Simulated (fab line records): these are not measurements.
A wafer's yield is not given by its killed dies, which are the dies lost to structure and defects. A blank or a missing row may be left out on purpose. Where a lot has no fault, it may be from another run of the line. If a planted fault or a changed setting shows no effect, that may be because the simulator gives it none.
Problem report in the 8D (eight disciplines) form, filled by code :: flow sky130 :: the parts of the form that need people (team, actions taken, sign-off) are left out

1. WHAT IS WRONG
SKY_PAD_OPEN_PROBE_99, killed_at_M0_to_M3: mean 81 over 1 wafer from 1 lot; wafers with no fault: 45, standard deviation 6.6. Measured from the usual mean, that is +5.5 standard deviations.
First observed at day 48 03:45: wafer L571.5, on prober-01. Wafers with a number at this step in the record: 15, from 5 lots. Rule for "out", or "out of limits": more than 4 standard deviations from the usual mean. The other wafers with a number count as sound.

2. WHAT IT IS AND WHAT IT IS NOT
question: which readings at this step
is: killed_at_M0_to_M3, defect-limited-yield, killed-dies
is not: killed_at_M4_up, killed-at-contacts, killed-at-other, killed-open, killed-short

question: which lots
is: L571
is not: L564, L565, L568, L575

question: which wafers of those lots
is: L571.5
is not: L571.2, L571.6

question: read on which tools
is: prober-01
is not: prober-02

question: when
is: from day 48 03:45
is not: up to then (10 sound wafers); but 4 sound wafers of L571, L575 came after

3. SUSPECTS, AND WHAT RULES EACH OUT
Counting: if a tool at a process step up to the reading ran every lot that is out, it stays a suspect. Sound lots after the first of them don't rule it out here, since some wafers of a struck lot are sound.
- cmp-01 at SKY_VIA3_CMP_02 (polishes SiO2): kept. It ran the lot that is out, L571 (day 41 14:40).
- rie-diel-03 at SKY_VIA3_ETCH_14 (etches BARC in N2/H2, stops on SiO2, time 45.9 s, target depth 60 nm): kept. It ran the lot that is out, L571 (day 42 14:38); its last sound lot up to then is L565 (day 41 05:19).
- cmp-01 at SKY_VIA3_CMP_24 (polishes, stops on SiO2, t overpolish 20 s, target thk 0 nm): kept. It ran the lot that is out, L571 (day 42 15:47); its last sound lot up to then is L568 (day 41 18:36).
- pvd-sputter-04 at SKY_METAL4_SPUTTER_00 (material Ti, target thk 15 nm, time 10 s): kept. It ran the lot that is out, L571 (day 42 15:59); its last sound lot up to then is L565 (day 41 06:42).
- pvd-sputter-04 at SKY_METAL4_SPUTTER_01 (material TiN, target thk 20 nm, time 16.7 s): kept. It ran the lot that is out, L571 (day 42 16:01); its last sound lot up to then is L565 (day 41 06:43).
- rie-metal-04 at SKY_CAP2M_METAL_ETCH_13 (etches TiN in Cl2/BCl3, stops on SiO2, target depth 220 nm, time 62.9 s): kept. It ran the lot that is out, L571 (day 43 14:38); its last sound lot up to then is L564 (day 41 17:59).
- prober-01 at SKY_PAD_OPEN_PROBE_99: kept. It ran the lot that is out, L571 (day 48 03:36); its last sound lot up to then is L565 (day 47 03:13). On those wafers its own readings are out: defect-limited-yield, killed_at_M0_to_M3, killed-dies.
- Within cmp-01 at SKY_VIA3_CMP_02: the wafers that are out ran in chamber 3; their sound lot-mates ran in chambers 1, 2.
- Within rie-diel-03 at SKY_VIA3_ETCH_14: the wafers that are out ran in chamber 2; their sound lot-mates ran in chambers 0, 1.
- Within cmp-01 at SKY_VIA3_CMP_24: the wafers that are out ran in chamber 2; their sound lot-mates ran in chambers 0, 3.
Left after counting: cmp-01 at SKY_VIA3_CMP_02, rie-diel-03 at SKY_VIA3_ETCH_14, cmp-01 at SKY_VIA3_CMP_24, pvd-sputter-04 at SKY_METAL4_SPUTTER_00, pvd-sputter-04 at SKY_METAL4_SPUTTER_01, rie-metal-04 at SKY_CAP2M_METAL_ETCH_13, prober-01 at SKY_PAD_OPEN_PROBE_99.

4. THE CAUSE (what the simulator had put in)
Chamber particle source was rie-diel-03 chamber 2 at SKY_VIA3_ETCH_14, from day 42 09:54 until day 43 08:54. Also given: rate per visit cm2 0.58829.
This tool is one of the 7 suspects left after counting.

5. THE EFFECT CHAIN, in route order
One row per reading whose mean, taken over the struck wafers that have a number, lies over 3 standard deviations from the usual. Only readings whose record carries a usual standard deviation are examined. hours: median over the lots of the time between each lot's start at the first step of this table that gives one and its start at this step. sigmas: the change, counted in usual standard deviations.
hours: 0
step: SKY_PAD_OPEN_PROBE_99
reading: defect-limited-yield
usual: 82.3 %
on struck wafers: 73.6
change: -8.7
sigmas: -4.6

hours: 0
step: SKY_PAD_OPEN_PROBE_99
reading: killed_at_M0_to_M3
usual: 45
on struck wafers: 81
change: +36
sigmas: +5.5

hours: 0
step: SKY_PAD_OPEN_PROBE_99
reading: killed-dies
usual: 87
on struck wafers: 130
change: +43
sigmas: +4.7
Here are the process steps it includes:
- SKY_PAD_OPEN_PROBE_99

6. WHAT WOULD HAVE CAUGHT IT SOONER
First out-of-limits reading in this record: day 48 03:45, which is 138 hours after fault onset at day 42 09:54.
Of the tool readings at SKY_VIA3_ETCH_14 for which the record gives a usual standard deviation, none was out on any struck wafer, so an alarm limit of 4 standard deviations on them would not have fired.
By day 48 03:45 the whole set of lots that are out, 1 in number, had already begun SKY_VIA3_ETCH_14 on rie-diel-03. Holding the tool at that point would not have protected any of them.
